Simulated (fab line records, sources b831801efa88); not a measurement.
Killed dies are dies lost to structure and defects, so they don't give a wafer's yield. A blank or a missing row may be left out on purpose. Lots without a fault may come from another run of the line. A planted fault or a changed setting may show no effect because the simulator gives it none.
One fault seen from 2 desks | flow sky130 | each desk has only its own numbers; what lay behind them comes last

THE TOOL OWNER'S DESK: furnace-01
The tool's own readings at SKY_GATE_OXIDE_OXIDATION_01 (stabilise 600 s, purge 300 s, target thk 10.268 nm): means of the sampled wafers that have a number, for each lot that ran on this tool. A lot is out of limits, marked OUT, if its mean lies more than 4 standard deviations from the usual mean; the brackets give that distance.
Columns: A = spike_tc_bottom_C at SKY_GATE_OXIDE_OXIDATION_01, usual 920.9 C; B = spike_tc_centre_C at SKY_GATE_OXIDE_OXIDATION_01, usual 900.3 C; C = spike_tc_lower_C at SKY_GATE_OXIDE_OXIDATION_01, usual 901.1 C; D = spike_tc_top_C at SKY_GATE_OXIDE_OXIDATION_01, usual 914.7 C; E = spike_tc_upper_C at SKY_GATE_OXIDE_OXIDATION_01, usual 899.8 C; F = tube_center_temp_C at SKY_GATE_OXIDE_OXIDATION_01, usual 899.99 C; G = tube_center_temp_C_max at SKY_GATE_OXIDE_OXIDATION_01, usual 902.4
lot  | first seen here | A               | B               | C               | D                | E                | F                        | G
L579 | day 13 19:53    | 920.1           | 901.1           | 901.4           | 912.6            | 898.8            | 900.03                   | 902.3
L581 | day 14 20:06    | 936.5 (+12) OUT | 916.6 (+15) OUT | 918.1 (+15) OUT | 929.1 (+6.5) OUT | 915.1 (+9.0) OUT | 916.78 (+99 or more) OUT | 919.1 (+45) OUT
L583 | day 15 06:59    | 936.7 (+12) OUT | 916.7 (+15) OUT | 918.7 (+16) OUT | 929.2 (+6.6) OUT | 914.1 (+8.4) OUT | 916.79 (+99 or more) OUT | 919.1 (+45) OUT
L584 | day 15 16:23    | 937.5 (+13) OUT | 917.1 (+15) OUT | 918.5 (+16) OUT | 929.6 (+6.8) OUT | 916.5 (+9.8) OUT | 916.74 (+99 or more) OUT | 919.1 (+45) OUT
L591 | day 17 23:29    | 919.8           | 900.6           | 902.2           | 913.7            | 897.8            | 900.05                   | 902.4
L596 | day 20 03:15    | 920.7           | 900.9           | 901.5           | 912.7            | 898.1            | 899.95                   | 902.2
L598 | day 20 14:19    | 920.3           | 900.0           | 901.9           | 912.6            | 898.2            | 900.12                   | 902.8
L599 | day 20 14:19    | 920.4           | 899.9           | 901.3           | 913.6            | 898.8            | 899.97                   | 902.3
This desk's finding: out of limits on L581, L583, L584; first on L581, day 14 20:06 (spike_tc_bottom_C at SKY_GATE_OXIDE_OXIDATION_01). In limits: L579, L591, L596, L598, L599.

THE METROLOGY DESK
What the gauges read, lot by lot, whatever tool the lot ran on: means of the sampled wafers that have a number. A lot is out of limits, marked OUT, if its mean lies more than 4 standard deviations from the usual mean; the brackets give that distance.
Columns: A = NWELL_01_OVL at SKY_NWELL_OVL_MEAS_23, usual -0.4 nm; B = cd_nm at SKY_VT_ADJUST_HVTR_CD_MEAS_07, usual 380.0 nm; C = GATE_OXIDE_OXIDATION_00_THK at SKY_GATE_OXIDE_THK_MEAS_02, usual 10.24 nm
lot  | first seen here | A    | B     | C
L579 | day 6 01:10     | -0.2 | 381.1 | 10.10
L581 | day 6 17:56     | 0.5  | 386.4 | 12.24 (+11) OUT
L583 | day 7 02:34     | -2.5 | 380.4 | 12.37 (+12) OUT
L584 | day 7 09:31     | -1.4 | 383.2 | 11.86 (+9.0) OUT
L591 | day 9 03:40     | -1.5 | 375.0 | 10.20
L592 | day 9 12:08     | -0.2 | 380.7 | 10.44
L594 | day 9 23:53     | -3.0 | 379.6 | 10.22
L595 | day 10 07:04    | -1.6 | 380.8 | 9.98
L596 | day 10 14:22    | -1.8 | 380.5 | 10.42
L597 | day 10 19:16    | 1.9  | 379.4 | 10.08
L598 | day 11 01:10    | -0.2 | 374.7 | 10.42
L599 | day 11 02:53    | 4.0  | 381.1 | 10.38
This desk's finding: out of limits on L581, L583, L584; first on L581, day 14 21:31 (GATE_OXIDE_OXIDATION_00_THK at SKY_GATE_OXIDE_THK_MEAS_02). In limits: L579, L591, L592, L594, L595, L596, L597, L598, L599.

PUT TOGETHER
The tool owner's desk could have raised an alarm at day 14 20:06, on L581, L583, L584.
The metrology desk could have raised an alarm at day 14 21:31, on L581, L583, L584.
Of the lots named, all ran SKY_GATE_OXIDE_OXIDATION_01 on furnace-01.

WHAT THE SIMULATOR HAD PUT IN
Process parameter drift: furnace-01, from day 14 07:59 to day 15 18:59, at SKY_GATE_OXIDE_OXIDATION_01. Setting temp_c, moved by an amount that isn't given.
Lots struck among those shown: L581, L583, L584.
Hours from the fault's start to each desk's first reading out of limits: the tool owner's desk, 12; the metrology desk, 14.
